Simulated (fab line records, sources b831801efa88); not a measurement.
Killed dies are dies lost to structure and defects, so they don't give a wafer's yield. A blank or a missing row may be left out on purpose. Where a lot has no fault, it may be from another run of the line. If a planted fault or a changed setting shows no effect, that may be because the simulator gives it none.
fab line records / flow sky130
record lots=15 wafers=45 last_day=51
route steps=708 shown VIA3@586 METAL4@600
lots that met no fault: from a run of the same line without faults
start_h: hours from the record's opening day to when the first of the lot's shown wafers began / wait_h: hours from the lot's prior step to this one / " repeats the value in the row above / L1.1+2: a row that stands for several wafers / - value missing, or start not given / * or withheld: withheld / < > ~ a bound
route shown NAME@n: a module of which the file shows steps, and the number in the route of the first / usual: mean and standard deviation over wafers with no fault / same: alike in all rows / chamber/n: place in a boat / sites: per-site readings / _std_site: standard deviation across them / _edge_site: inner sites' mean taken away from outer sites' mean / radius_mm: for every site, how far away it sits from the centre of the wafer / mask NAME#n: copy n / behind: the last tool/chamber to shape the wafer / hold: why the lot went on hold/how many hours it stayed there/how the hold came to an end / device: which transistor (n, p or np) failed to switch / end of line: at the end of the route, the tests of the same wafers / step lacking rows: just its recipe / killed: dies that structure and defects cost at the first sort, which is not the same as the wafer's yield / map: per-die view of a wafer (x killed, . not killed, _ where there is no die)
set.NAME: the setting that was run; set.NAME@STEP: the one run at that earlier step / model.NAME: the simulator's own value behind a step, which no gauge read
one table for each step of the route and one row for each wafer, over a sample of lots
services: the hour from which a tool's chamber was out of use, counted from the record's first day as start_h (under 0 if before that day), plus the number of hours and why
## steps
# step SKY_VIA3_OVL_MEAS_13
# usual VIA3_OVL=0/6.3
lot.wafer=L319.1 tool=overlay-02 chamber=- start_h=954.84 wait_h=0.1 VIA3_OVL[nm]=9
lot.wafer=L319.4 tool=overlay-02 chamber=- start_h=954.84 wait_h=0.1 VIA3_OVL[nm]=-5
lot.wafer=L319.5 tool=overlay-02 chamber=- start_h=954.84 wait_h=0.1 VIA3_OVL[nm]=-1
lot.wafer=L321.3 tool=overlay-01 chamber=- start_h=955.54 wait_h=0.1 VIA3_OVL[nm]=-9
lot.wafer=L321.4 tool=overlay-01 chamber=- start_h=955.54 wait_h=0.1 VIA3_OVL[nm]=-6
lot.wafer=L321.5 tool=overlay-01 chamber=- start_h=955.54 wait_h=0.1 VIA3_OVL[nm]=1
lot.wafer=L320.2 tool=overlay-01 chamber=- start_h=959.78 wait_h=0.1 VIA3_OVL[nm]=-5
lot.wafer=L320.4 tool=overlay-01 chamber=- start_h=959.78 wait_h=0.1 VIA3_OVL[nm]=-8
lot.wafer=L320.5 tool=overlay-01 chamber=- start_h=959.78 wait_h=0.1 VIA3_OVL[nm]=-9
lot.wafer=L322.3 tool=overlay-01 chamber=- start_h=966.49 wait_h=0.1 VIA3_OVL[nm]=1
lot.wafer=L322.5 tool=overlay-01 chamber=- start_h=966.49 wait_h=0.1 VIA3_OVL[nm]=1
lot.wafer=L322.6 tool=overlay-01 chamber=- start_h=966.49 wait_h=0.1 VIA3_OVL[nm]=15
lot.wafer=L323.1 tool=overlay-01 chamber=- start_h=990.04 wait_h=0.1 VIA3_OVL[nm]=8
lot.wafer=L323.3 tool=overlay-01 chamber=- start_h=990.04 wait_h=0.1 VIA3_OVL[nm]=8
lot.wafer=L323.6 tool=overlay-01 chamber=- start_h=990.04 wait_h=0.1 VIA3_OVL[nm]=-8
lot.wafer=L324.2 tool=overlay-01 chamber=- start_h=992.23 wait_h=0.1 VIA3_OVL[nm]=-4
lot.wafer=L324.4 tool=overlay-01 chamber=- start_h=992.23 wait_h=0.1 VIA3_OVL[nm]=1
lot.wafer=L324.5 tool=overlay-01 chamber=- start_h=992.23 wait_h=0.1 VIA3_OVL[nm]=3
lot.wafer=L330.1 tool=overlay-01 chamber=- start_h=1020.48 wait_h=0.1 VIA3_OVL[nm]=1
lot.wafer=L330.3 tool=overlay-01 chamber=- start_h=1020.48 wait_h=0.1 VIA3_OVL[nm]=-3
lot.wafer=L330.6 tool=overlay-01 chamber=- start_h=1020.48 wait_h=0.1 VIA3_OVL[nm]=-6
lot.wafer=L331.2 tool=overlay-01 chamber=- start_h=1029.04 wait_h=0.1 VIA3_OVL[nm]=-3
lot.wafer=L331.3 tool=overlay-01 chamber=- start_h=1029.04 wait_h=0.1 VIA3_OVL[nm]=3
lot.wafer=L331.5 tool=overlay-01 chamber=- start_h=1029.04 wait_h=0.1 VIA3_OVL[nm]=12
lot.wafer=L332.1 tool=overlay-02 chamber=- start_h=1038.68 wait_h=0.1 VIA3_OVL[nm]=-8
lot.wafer=L332.3 tool=overlay-02 chamber=- start_h=1038.68 wait_h=0.1 VIA3_OVL[nm]=0
lot.wafer=L332.4 tool=overlay-02 chamber=- start_h=1038.68 wait_h=0.1 VIA3_OVL[nm]=-12
lot.wafer=L333.3 tool=overlay-02 chamber=- start_h=1042.34 wait_h=0.1 VIA3_OVL[nm]=-7
lot.wafer=L333.5 tool=overlay-02 chamber=- start_h=1042.34 wait_h=0.1 VIA3_OVL[nm]=0
lot.wafer=L333.6 tool=overlay-02 chamber=- start_h=1042.34 wait_h=0.1 VIA3_OVL[nm]=0
lot.wafer=L334.3 tool=overlay-02 chamber=- start_h=1045.64 wait_h=0.1 VIA3_OVL[nm]=7
lot.wafer=L334.4 tool=overlay-02 chamber=- start_h=1045.64 wait_h=0.1 VIA3_OVL[nm]=10
lot.wafer=L334.6 tool=overlay-02 chamber=- start_h=1045.64 wait_h=0.1 VIA3_OVL[nm]=8
lot.wafer=L335.1 tool=overlay-01 chamber=- start_h=1065.29 wait_h=0.1 VIA3_OVL[nm]=1
lot.wafer=L335.2 tool=overlay-01 chamber=- start_h=1065.29 wait_h=0.1 VIA3_OVL[nm]=-5
lot.wafer=L335.3 tool=overlay-01 chamber=- start_h=1065.29 wait_h=0.1 VIA3_OVL[nm]=-1
lot.wafer=L336.1 tool=overlay-01 chamber=- start_h=1068.73 wait_h=0.1 VIA3_OVL[nm]=-2
lot.wafer=L336.2 tool=overlay-01 chamber=- start_h=1068.73 wait_h=0.1 VIA3_OVL[nm]=-1
lot.wafer=L336.3 tool=overlay-01 chamber=- start_h=1068.73 wait_h=0.1 VIA3_OVL[nm]=0
lot.wafer=L337.1 tool=overlay-01 chamber=- start_h=1082.08 wait_h=0.1 VIA3_OVL[nm]=-6
lot.wafer=L337.3 tool=overlay-01 chamber=- start_h=1082.08 wait_h=0.1 VIA3_OVL[nm]=-8
lot.wafer=L337.6 tool=overlay-01 chamber=- start_h=1082.08 wait_h=0.1 VIA3_OVL[nm]=6
lot.wafer=L339.1 tool=overlay-01 chamber=- start_h=1105.28 wait_h=0.1 VIA3_OVL[nm]=-3
lot.wafer=L339.2 tool=overlay-01 chamber=- start_h=1105.28 wait_h=0.1 VIA3_OVL[nm]=-1
lot.wafer=L339.4 tool=overlay-01 chamber=- start_h=1105.28 wait_h=0.1 VIA3_OVL[nm]=-2
# step SKY_VIA3_RS_MEAS_22
# recipe thk_meas_gauge=four-point-probe reads=W_of_VIA3_CVD_21+TiN_of_VIA3_SPUTTER_20
# usual VIA3_W_RS=0.292/0.0038
lot.wafer=L319.1 tool=film_metro-02 chamber=- start_h=955.76 wait_h=0.1 VIA3_W_RS[ohm/sq]=0.288
lot.wafer=L319.4 tool=film_metro-02 chamber=- start_h=955.76 wait_h=0.1 VIA3_W_RS[ohm/sq]=0.289
lot.wafer=L319.5 tool=film_metro-02 chamber=- start_h=955.76 wait_h=0.1 VIA3_W_RS[ohm/sq]=0.295
lot.wafer=L321.3 tool=film_metro-01 chamber=- start_h=956.57 wait_h=0.1 VIA3_W_RS[ohm/sq]=0.294
lot.wafer=L321.4 tool=film_metro-01 chamber=- start_h=956.57 wait_h=0.1 VIA3_W_RS[ohm/sq]=0.297
lot.wafer=L321.5 tool=film_metro-01 chamber=- start_h=956.57 wait_h=0.1 VIA3_W_RS[ohm/sq]=0.295
lot.wafer=L320.2 tool=film_metro-02 chamber=- start_h=961.12 wait_h=0.1 VIA3_W_RS[ohm/sq]=0.285
lot.wafer=L320.4 tool=film_metro-02 chamber=- start_h=961.12 wait_h=0.1 VIA3_W_RS[ohm/sq]=0.297
lot.wafer=L320.5 tool=film_metro-02 chamber=- start_h=961.12 wait_h=0.1 VIA3_W_RS[ohm/sq]=0.299
lot.wafer=L322.3 tool=film_metro-04 chamber=- start_h=967.47 wait_h=0.1 VIA3_W_RS[ohm/sq]=0.295
lot.wafer=L322.5 tool=film_metro-04 chamber=- start_h=967.47 wait_h=0.1 VIA3_W_RS[ohm/sq]=0.294
lot.wafer=L322.6 tool=film_metro-04 chamber=- start_h=967.47 wait_h=0.1 VIA3_W_RS[ohm/sq]=0.290
lot.wafer=L323.1 tool=film_metro-02 chamber=- start_h=990.96 wait_h=0.1 VIA3_W_RS[ohm/sq]=0.292
lot.wafer=L323.3 tool=film_metro-02 chamber=- start_h=990.96 wait_h=0.1 VIA3_W_RS[ohm/sq]=0.292
lot.wafer=L323.6 tool=film_metro-02 chamber=- start_h=990.96 wait_h=0.1 VIA3_W_RS[ohm/sq]=0.298
lot.wafer=L324.2 tool=film_metro-02 chamber=- start_h=993.16 wait_h=0.1 VIA3_W_RS[ohm/sq]=0.293
lot.wafer=L324.4 tool=film_metro-02 chamber=- start_h=993.16 wait_h=0.1 VIA3_W_RS[ohm/sq]=0.299
lot.wafer=L324.5 tool=film_metro-02 chamber=- start_h=993.16 wait_h=0.1 VIA3_W_RS[ohm/sq]=0.301
lot.wafer=L330.1 tool=film_metro-01 chamber=- start_h=1021.40 wait_h=0.1 VIA3_W_RS[ohm/sq]=0.293
lot.wafer=L330.3 tool=film_metro-01 chamber=- start_h=1021.40 wait_h=0.1 VIA3_W_RS[ohm/sq]=0.294
lot.wafer=L330.6 tool=film_metro-01 chamber=- start_h=1021.40 wait_h=0.1 VIA3_W_RS[ohm/sq]=0.294
lot.wafer=L331.2 tool=film_metro-04 chamber=- start_h=1029.97 wait_h=0.1 VIA3_W_RS[ohm/sq]=0.293
lot.wafer=L331.3 tool=film_metro-04 chamber=- start_h=1029.97 wait_h=0.1 VIA3_W_RS[ohm/sq]=0.294
lot.wafer=L331.5 tool=film_metro-04 chamber=- start_h=1029.97 wait_h=0.1 VIA3_W_RS[ohm/sq]=0.291
lot.wafer=L332.1 tool=film_metro-01 chamber=- start_h=1039.74 wait_h=0.1 VIA3_W_RS[ohm/sq]=0.288
lot.wafer=L332.3 tool=film_metro-01 chamber=- start_h=1039.74 wait_h=0.1 VIA3_W_RS[ohm/sq]=0.289
lot.wafer=L332.4 tool=film_metro-01 chamber=- start_h=1039.74 wait_h=0.1 VIA3_W_RS[ohm/sq]=0.287
lot.wafer=L333.3 tool=film_metro-04 chamber=- start_h=1043.34 wait_h=0.1 VIA3_W_RS[ohm/sq]=0.297
lot.wafer=L333.5 tool=film_metro-04 chamber=- start_h=1043.34 wait_h=0.1 VIA3_W_RS[ohm/sq]=0.290
lot.wafer=L333.6 tool=film_metro-04 chamber=- start_h=1043.34 wait_h=0.1 VIA3_W_RS[ohm/sq]=0.299
lot.wafer=L334.3 tool=film_metro-02 chamber=- start_h=1046.58 wait_h=0.1 VIA3_W_RS[ohm/sq]=0.288
lot.wafer=L334.4 tool=film_metro-02 chamber=- start_h=1046.58 wait_h=0.1 VIA3_W_RS[ohm/sq]=0.292
lot.wafer=L334.6 tool=film_metro-02 chamber=- start_h=1046.58 wait_h=0.1 VIA3_W_RS[ohm/sq]=0.290
lot.wafer=L335.1 tool=film_metro-04 chamber=- start_h=1066.21 wait_h=0.1 VIA3_W_RS[ohm/sq]=0.292
lot.wafer=L335.2 tool=film_metro-04 chamber=- start_h=1066.21 wait_h=0.1 VIA3_W_RS[ohm/sq]=0.285
lot.wafer=L335.3 tool=film_metro-04 chamber=- start_h=1066.21 wait_h=0.1 VIA3_W_RS[ohm/sq]=0.285
lot.wafer=L336.1 tool=film_metro-04 chamber=- start_h=1069.85 wait_h=0.1 VIA3_W_RS[ohm/sq]=0.289
lot.wafer=L336.2 tool=film_metro-04 chamber=- start_h=1069.85 wait_h=0.1 VIA3_W_RS[ohm/sq]=0.298
lot.wafer=L336.3 tool=film_metro-04 chamber=- start_h=1069.85 wait_h=0.1 VIA3_W_RS[ohm/sq]=0.290
lot.wafer=L337.1 tool=film_metro-01 chamber=- start_h=1082.99 wait_h=0.1 VIA3_W_RS[ohm/sq]=0.289
lot.wafer=L337.3 tool=film_metro-01 chamber=- start_h=1082.99 wait_h=0.1 VIA3_W_RS[ohm/sq]=0.289
lot.wafer=L337.6 tool=film_metro-01 chamber=- start_h=1082.99 wait_h=0.1 VIA3_W_RS[ohm/sq]=0.293
lot.wafer=L339.1 tool=film_metro-01 chamber=- start_h=1106.32 wait_h=0.2 VIA3_W_RS[ohm/sq]=0.287
lot.wafer=L339.2 tool=film_metro-01 chamber=- start_h=1106.32 wait_h=0.2 VIA3_W_RS[ohm/sq]=0.287
lot.wafer=L339.4 tool=film_metro-01 chamber=- start_h=1106.32 wait_h=0.2 VIA3_W_RS[ohm/sq]=0.288
# step SKY_VIA3_THK_MEAS_23
# recipe thk_meas_gauge=xrf reads=W_of_VIA3_CVD_21
# usual VIA3_W_THK=381/6.1
lot.wafer=L319.1 tool=film_metro-02 chamber=- start_h=955.88 wait_h=0.1 VIA3_W_THK[nm]=389
lot.wafer=L319.4 tool=film_metro-02 chamber=- start_h=955.88 wait_h=0.1 VIA3_W_THK[nm]=388
lot.wafer=L319.5 tool=film_metro-02 chamber=- start_h=955.88 wait_h=0.1 VIA3_W_THK[nm]=379
lot.wafer=L321.3 tool=film_metro-01 chamber=- start_h=956.67 wait_h=0.1 VIA3_W_THK[nm]=377
lot.wafer=L321.4 tool=film_metro-01 chamber=- start_h=956.67 wait_h=0.1 VIA3_W_THK[nm]=372
lot.wafer=L321.5 tool=film_metro-01 chamber=- start_h=956.67 wait_h=0.1 VIA3_W_THK[nm]=372
lot.wafer=L320.2 tool=film_metro-02 chamber=- start_h=961.23 wait_h=0.1 VIA3_W_THK[nm]=390
lot.wafer=L320.4 tool=film_metro-02 chamber=- start_h=961.23 wait_h=0.1 VIA3_W_THK[nm]=376
lot.wafer=L320.5 tool=film_metro-02 chamber=- start_h=961.23 wait_h=0.1 VIA3_W_THK[nm]=374
lot.wafer=L322.3 tool=film_metro-04 chamber=- start_h=967.57 wait_h=0.1 VIA3_W_THK[nm]=384
lot.wafer=L322.5 tool=film_metro-04 chamber=- start_h=967.57 wait_h=0.1 VIA3_W_THK[nm]=386
lot.wafer=L322.6 tool=film_metro-04 chamber=- start_h=967.57 wait_h=0.1 VIA3_W_THK[nm]=387
lot.wafer=L323.1 tool=film_metro-02 chamber=- start_h=991.08 wait_h=0.1 VIA3_W_THK[nm]=381
lot.wafer=L323.3 tool=film_metro-02 chamber=- start_h=991.08 wait_h=0.1 VIA3_W_THK[nm]=381
lot.wafer=L323.6 tool=film_metro-02 chamber=- start_h=991.08 wait_h=0.1 VIA3_W_THK[nm]=371
lot.wafer=L324.2 tool=film_metro-02 chamber=- start_h=993.27 wait_h=0.1 VIA3_W_THK[nm]=379
lot.wafer=L324.4 tool=film_metro-02 chamber=- start_h=993.27 wait_h=0.1 VIA3_W_THK[nm]=372
lot.wafer=L324.5 tool=film_metro-02 chamber=- start_h=993.27 wait_h=0.1 VIA3_W_THK[nm]=369
lot.wafer=L330.1 tool=film_metro-01 chamber=- start_h=1021.52 wait_h=0.1 VIA3_W_THK[nm]=375
lot.wafer=L330.3 tool=film_metro-01 chamber=- start_h=1021.52 wait_h=0.1 VIA3_W_THK[nm]=376
lot.wafer=L330.6 tool=film_metro-01 chamber=- start_h=1021.52 wait_h=0.1 VIA3_W_THK[nm]=371
lot.wafer=L331.2 tool=film_metro-04 chamber=- start_h=1030.08 wait_h=0.1 VIA3_W_THK[nm]=388
lot.wafer=L331.3 tool=film_metro-04 chamber=- start_h=1030.08 wait_h=0.1 VIA3_W_THK[nm]=384
lot.wafer=L331.5 tool=film_metro-04 chamber=- start_h=1030.08 wait_h=0.1 VIA3_W_THK[nm]=390
lot.wafer=L332.1 tool=film_metro-01 chamber=- start_h=1039.86 wait_h=0.1 VIA3_W_THK[nm]=386
lot.wafer=L332.3 tool=film_metro-01 chamber=- start_h=1039.86 wait_h=0.1 VIA3_W_THK[nm]=383
lot.wafer=L332.4 tool=film_metro-01 chamber=- start_h=1039.86 wait_h=0.1 VIA3_W_THK[nm]=384
lot.wafer=L333.3 tool=film_metro-04 chamber=- start_h=1043.44 wait_h=0.1 VIA3_W_THK[nm]=372
lot.wafer=L333.5 tool=film_metro-04 chamber=- start_h=1043.44 wait_h=0.1 VIA3_W_THK[nm]=379
lot.wafer=L333.6 tool=film_metro-04 chamber=- start_h=1043.44 wait_h=0.1 VIA3_W_THK[nm]=369
lot.wafer=L334.3 tool=film_metro-02 chamber=- start_h=1046.68 wait_h=0.1 VIA3_W_THK[nm]=389
lot.wafer=L334.4 tool=film_metro-02 chamber=- start_h=1046.68 wait_h=0.1 VIA3_W_THK[nm]=384
lot.wafer=L334.6 tool=film_metro-02 chamber=- start_h=1046.68 wait_h=0.1 VIA3_W_THK[nm]=389
lot.wafer=L335.1 tool=film_metro-04 chamber=- start_h=1066.33 wait_h=0.1 VIA3_W_THK[nm]=385
lot.wafer=L335.2 tool=film_metro-04 chamber=- start_h=1066.33 wait_h=0.1 VIA3_W_THK[nm]=394
lot.wafer=L335.3 tool=film_metro-04 chamber=- start_h=1066.33 wait_h=0.1 VIA3_W_THK[nm]=394
lot.wafer=L336.1 tool=film_metro-04 chamber=- start_h=1069.97 wait_h=0.1 VIA3_W_THK[nm]=390
lot.wafer=L336.2 tool=film_metro-04 chamber=- start_h=1069.97 wait_h=0.1 VIA3_W_THK[nm]=379
lot.wafer=L336.3 tool=film_metro-04 chamber=- start_h=1069.97 wait_h=0.1 VIA3_W_THK[nm]=388
lot.wafer=L337.1 tool=film_metro-01 chamber=- start_h=1083.11 wait_h=0.1 VIA3_W_THK[nm]=378
lot.wafer=L337.3 tool=film_metro-01 chamber=- start_h=1083.11 wait_h=0.1 VIA3_W_THK[nm]=376
lot.wafer=L337.6 tool=film_metro-01 chamber=- start_h=1083.11 wait_h=0.1 VIA3_W_THK[nm]=373
lot.wafer=L339.1 tool=film_metro-01 chamber=- start_h=1106.44 wait_h=0.1 VIA3_W_THK[nm]=382
lot.wafer=L339.2 tool=film_metro-01 chamber=- start_h=1106.44 wait_h=0.1 VIA3_W_THK[nm]=382
lot.wafer=L339.4 tool=film_metro-01 chamber=- start_h=1106.44 wait_h=0.1 VIA3_W_THK[nm]=378
# step SKY_METAL4_SPUTTER_02
# recipe material=AlCu target_thk_nm=735 power_w=10600 time_s=39.1 chamber_pressure_pa=0.4
# usual cathode_dc_power_W=10600/1.9 chamber_pressure_pa=0.3999/0.00091 throttle_valve_pct=30.4/1.1
lot.wafer=L319.1 tool=pvd_sputter-03 chamber=- start_h=956.29 wait_h=0.0 cathode_dc_power_W=10598 chamber_pressure_pa=0.3997 throttle_valve_pct=30.2
lot.wafer=L319.4 tool=pvd_sputter-03 chamber=- start_h=956.29 wait_h=0.0 cathode_dc_power_W=10599 chamber_pressure_pa=0.4005 throttle_valve_pct=29.0
lot.wafer=L319.5 tool=pvd_sputter-03 chamber=- start_h=956.29 wait_h=0.0 cathode_dc_power_W=10599 chamber_pressure_pa=0.4014 throttle_valve_pct=28.8
lot.wafer=L321.3 tool=pvd_sputter-03 chamber=- start_h=957.05 wait_h=0.0 cathode_dc_power_W=- chamber_pressure_pa=- throttle_valve_pct=-
lot.wafer=L321.4 tool=pvd_sputter-03 chamber=- start_h=957.05 wait_h=0.0 cathode_dc_power_W=- chamber_pressure_pa=- throttle_valve_pct=-
lot.wafer=L321.5 tool=pvd_sputter-03 chamber=- start_h=957.05 wait_h=0.0 cathode_dc_power_W=- chamber_pressure_pa=- throttle_valve_pct=-
lot.wafer=L320.2 tool=pvd_sputter-01 chamber=- start_h=961.62 wait_h=0.0 cathode_dc_power_W=- chamber_pressure_pa=- throttle_valve_pct=-
lot.wafer=L320.4 tool=pvd_sputter-01 chamber=- start_h=961.62 wait_h=0.0 cathode_dc_power_W=- chamber_pressure_pa=- throttle_valve_pct=-
lot.wafer=L320.5 tool=pvd_sputter-01 chamber=- start_h=961.62 wait_h=0.0 cathode_dc_power_W=- chamber_pressure_pa=- throttle_valve_pct=-
lot.wafer=L322.3 tool=pvd_sputter-01 chamber=- start_h=968.76 wait_h=0.0 cathode_dc_power_W=- chamber_pressure_pa=- throttle_valve_pct=-
lot.wafer=L322.5 tool=pvd_sputter-01 chamber=- start_h=968.76 wait_h=0.0 cathode_dc_power_W=- chamber_pressure_pa=- throttle_valve_pct=-
lot.wafer=L322.6 tool=pvd_sputter-01 chamber=- start_h=968.76 wait_h=0.0 cathode_dc_power_W=- chamber_pressure_pa=- throttle_valve_pct=-
lot.wafer=L323.1 tool=pvd_sputter-01 chamber=- start_h=991.53 wait_h=0.0 cathode_dc_power_W=10598 chamber_pressure_pa=0.3986 throttle_valve_pct=32.5
lot.wafer=L323.3 tool=pvd_sputter-01 chamber=- start_h=991.53 wait_h=0.0 cathode_dc_power_W=10600 chamber_pressure_pa=0.3999 throttle_valve_pct=29.7
lot.wafer=L323.6 tool=pvd_sputter-01 chamber=- start_h=991.53 wait_h=0.0 cathode_dc_power_W=10600 chamber_pressure_pa=0.3993 throttle_valve_pct=30.9
lot.wafer=L324.2 tool=pvd_sputter-01 chamber=- start_h=993.67 wait_h=0.0 cathode_dc_power_W=10601 chamber_pressure_pa=0.3999 throttle_valve_pct=30.7
lot.wafer=L324.4 tool=pvd_sputter-01 chamber=- start_h=993.67 wait_h=0.0 cathode_dc_power_W=10601 chamber_pressure_pa=0.3997 throttle_valve_pct=32.4
lot.wafer=L324.5 tool=pvd_sputter-01 chamber=- start_h=993.67 wait_h=0.0 cathode_dc_power_W=10599 chamber_pressure_pa=0.3995 throttle_valve_pct=31.0
lot.wafer=L330.1 tool=pvd_sputter-03 chamber=- start_h=1021.93 wait_h=0.0 cathode_dc_power_W=10601 chamber_pressure_pa=0.4014 throttle_valve_pct=28.6
lot.wafer=L330.3 tool=pvd_sputter-03 chamber=- start_h=1021.93 wait_h=0.0 cathode_dc_power_W=10598 chamber_pressure_pa=0.3994 throttle_valve_pct=30.3
lot.wafer=L330.6 tool=pvd_sputter-03 chamber=- start_h=1021.93 wait_h=0.0 cathode_dc_power_W=10602 chamber_pressure_pa=0.4029 throttle_valve_pct=29.8
lot.wafer=L331.2 tool=pvd_sputter-03 chamber=- start_h=1030.48 wait_h=0.0 cathode_dc_power_W=10602 chamber_pressure_pa=0.4004 throttle_valve_pct=30.0
lot.wafer=L331.3 tool=pvd_sputter-03 chamber=- start_h=1030.48 wait_h=0.0 cathode_dc_power_W=10597 chamber_pressure_pa=0.4006 throttle_valve_pct=28.9
lot.wafer=L331.5 tool=pvd_sputter-03 chamber=- start_h=1030.48 wait_h=0.0 cathode_dc_power_W=10601 chamber_pressure_pa=0.3996 throttle_valve_pct=30.7
lot.wafer=L332.1 tool=pvd_sputter-01 chamber=- start_h=1040.27 wait_h=0.0 cathode_dc_power_W=10602 chamber_pressure_pa=0.4004 throttle_valve_pct=30.7
lot.wafer=L332.3 tool=pvd_sputter-01 chamber=- start_h=1040.27 wait_h=0.0 cathode_dc_power_W=10600 chamber_pressure_pa=0.3984 throttle_valve_pct=32.3
lot.wafer=L332.4 tool=pvd_sputter-01 chamber=- start_h=1040.27 wait_h=0.0 cathode_dc_power_W=10600 chamber_pressure_pa=0.4016 throttle_valve_pct=30.7
lot.wafer=L333.3 tool=pvd_sputter-03 chamber=- start_h=1043.87 wait_h=0.0 cathode_dc_power_W=10601 chamber_pressure_pa=0.4006 throttle_valve_pct=29.5
lot.wafer=L333.5 tool=pvd_sputter-03 chamber=- start_h=1043.87 wait_h=0.0 cathode_dc_power_W=10601 chamber_pressure_pa=0.4012 throttle_valve_pct=28.8
lot.wafer=L333.6 tool=pvd_sputter-03 chamber=- start_h=1043.87 wait_h=0.0 cathode_dc_power_W=10602 chamber_pressure_pa=0.3996 throttle_valve_pct=29.7
lot.wafer=L334.3 tool=pvd_sputter-03 chamber=- start_h=1047.07 wait_h=0.0 cathode_dc_power_W=10600 chamber_pressure_pa=0.3982 throttle_valve_pct=31.0
lot.wafer=L334.4 tool=pvd_sputter-03 chamber=- start_h=1047.07 wait_h=0.0 cathode_dc_power_W=10600 chamber_pressure_pa=0.4005 throttle_valve_pct=29.8
lot.wafer=L334.6 tool=pvd_sputter-03 chamber=- start_h=1047.07 wait_h=0.0 cathode_dc_power_W=10598 chamber_pressure_pa=0.3980 throttle_valve_pct=30.8
lot.wafer=L335.1 tool=pvd_sputter-01 chamber=- start_h=1067.26 wait_h=0.0 cathode_dc_power_W=10599 chamber_pressure_pa=0.4004 throttle_valve_pct=29.4
lot.wafer=L335.2 tool=pvd_sputter-01 chamber=- start_h=1067.26 wait_h=0.0 cathode_dc_power_W=10599 chamber_pressure_pa=0.4000 throttle_valve_pct=30.8
lot.wafer=L335.3 tool=pvd_sputter-01 chamber=- start_h=1067.26 wait_h=0.0 cathode_dc_power_W=10600 chamber_pressure_pa=0.3986 throttle_valve_pct=30.6
lot.wafer=L336.1 tool=pvd_sputter-02 chamber=- start_h=1070.38 wait_h=0.0 cathode_dc_power_W=10600 chamber_pressure_pa=0.3997 throttle_valve_pct=31.7
lot.wafer=L336.2 tool=pvd_sputter-02 chamber=- start_h=1070.38 wait_h=0.0 cathode_dc_power_W=10599 chamber_pressure_pa=0.3997 throttle_valve_pct=30.4
lot.wafer=L336.3 tool=pvd_sputter-02 chamber=- start_h=1070.38 wait_h=0.0 cathode_dc_power_W=10603 chamber_pressure_pa=0.3999 throttle_valve_pct=28.8
lot.wafer=L337.1 tool=pvd_sputter-03 chamber=- start_h=1083.52 wait_h=0.0 cathode_dc_power_W=10600 chamber_pressure_pa=0.4006 throttle_valve_pct=30.3
lot.wafer=L337.3 tool=pvd_sputter-03 chamber=- start_h=1083.52 wait_h=0.0 cathode_dc_power_W=10593 chamber_pressure_pa=0.3988 throttle_valve_pct=28.8
lot.wafer=L337.6 tool=pvd_sputter-03 chamber=- start_h=1083.52 wait_h=0.0 cathode_dc_power_W=10597 chamber_pressure_pa=0.4001 throttle_valve_pct=30.2
lot.wafer=L339.1 tool=pvd_sputter-03 chamber=- start_h=1106.85 wait_h=0.0 cathode_dc_power_W=10598 chamber_pressure_pa=0.3986 throttle_valve_pct=30.0
lot.wafer=L339.2 tool=pvd_sputter-03 chamber=- start_h=1106.85 wait_h=0.0 cathode_dc_power_W=10600 chamber_pressure_pa=0.3996 throttle_valve_pct=30.0
lot.wafer=L339.4 tool=pvd_sputter-03 chamber=- start_h=1106.85 wait_h=0.0 cathode_dc_power_W=10599 chamber_pressure_pa=0.4003 throttle_valve_pct=28.7
## services
tool=pvd_sputter-02 chamber=- start_h=939.26 hours=2.4 kind=repair
tool=pvd_sputter-03 chamber=- start_h=994.98 hours=2.5 kind=repair
tool=pvd_sputter-02 chamber=- start_h=1086.25 hours=9.4 kind=repair
tool=pvd_sputter-03 chamber=- start_h=1093.89 hours=1.9 kind=repair
## key
first_sign step=SKY_METAL4_SPUTTER_02 reading=tool_record direction=missing
effect none on later readings
met_at SKY_METAL4_SPUTTER_02
struck_lots L320,L321,L322
later_rows_left_out L320.2,L320.4,L320.5,L321.3,L321.4,L321.5,L322.3,L322.5,L322.6
sort_left_out L320.2,L320.4,L320.5,L321.3,L321.4,L321.5,L322.3,L322.5,L322.6
not_acting_at SKY_VIA3_OVL_MEAS_13,SKY_VIA3_RS_MEAS_22,SKY_VIA3_THK_MEAS_23
onset_between 956.29 957.05
fault kind=skipped_step_whole tool=pvd_sputter-01,pvd_sputter-03 chamber=- onset_h=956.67 steps=SKY_METAL4_SPUTTER_02 scope=struck_lots_only
# sort_left_out: the simulated sort isn't trusted on such a fault, so these wafers' sort isn't shown, and their yield isn't known
# later_rows_left_out: the simulator's readings of these wafers behind a module that went badly wrong aren't trusted and aren't shown, but for the sort
